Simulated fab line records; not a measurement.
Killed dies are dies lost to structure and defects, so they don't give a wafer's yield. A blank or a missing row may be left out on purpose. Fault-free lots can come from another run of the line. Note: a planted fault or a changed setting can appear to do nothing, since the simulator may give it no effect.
Matching of chambers ; flow gf180mcu ; pecvd-02 running GF_PASSIVATION_CVD_00: 3 sister chambers
The step deposits SiO2 from TEOS, target thk 1000 nm, time 111.95 s. 16 wafers are shown with their chamber, then 8 later ones without.

EACH WAFER AND ITS CHAMBER
wafer;chamber;heater-power-w (W)
L074.4;1;730
L074.5;2;677
L074.6;0;912
L075.1;2;745
L075.2;0;901
L075.3;1;699
L075.4;1;733
L075.5;0;738
L075.6;2;587
L083.3;0;905
L083.4;0;719
L083.5;1;607
L087.4;1;616
L087.5;2;593
L087.6;0;810
L092.1;0;794

SIGNATURES, as means of the wafers listed above
reading;chamber 0;chamber 1;chamber 2;scatter within a chamber
heater-power-w;825.57;677.00;650.50;74.3
Rule: a wafer's distance from a chamber is the root of the sum, over the readings, of the square of ((its reading less the chamber's mean) divided by the reading's scatter). If the next closest chamber is less than 2 further off than the closest, the wafer can't be placed; otherwise it belongs to the closest. How the scatter is found: for the shown wafers, subtract from each reading the mean of its chamber, square and add these, divide the total by (wafers less chambers), then take the root.

WAFERS WITH NO CHAMBER GIVEN
wafer;heater-power-w (W)
L092.4;858
L092.5;674
L093.4;694
L093.5;747
L093.6;828
L097.1;628
L097.2;756
L097.5;681

EACH ONE'S CHAMBER
wafer;from the rows above;in truth
L092.4;can't be placed: 0 or 1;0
L092.5;can't be placed: 1 or 2 or 0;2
L093.4;can't be placed: 1 or 2 or 0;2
L093.5;can't be placed: 1 or 0 or 2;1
L093.6;can't be placed: 0 or 1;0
L097.1;can't be placed: 2 or 1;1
L097.2;can't be placed: 0 or 1 or 2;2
L097.5;can't be placed: 1 or 2 or 0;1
Correct placement for 0 of the 8. Cannot be placed on the basis of these rows: 8; the candidates contain the true chamber in 8. 0 placed wrongly.
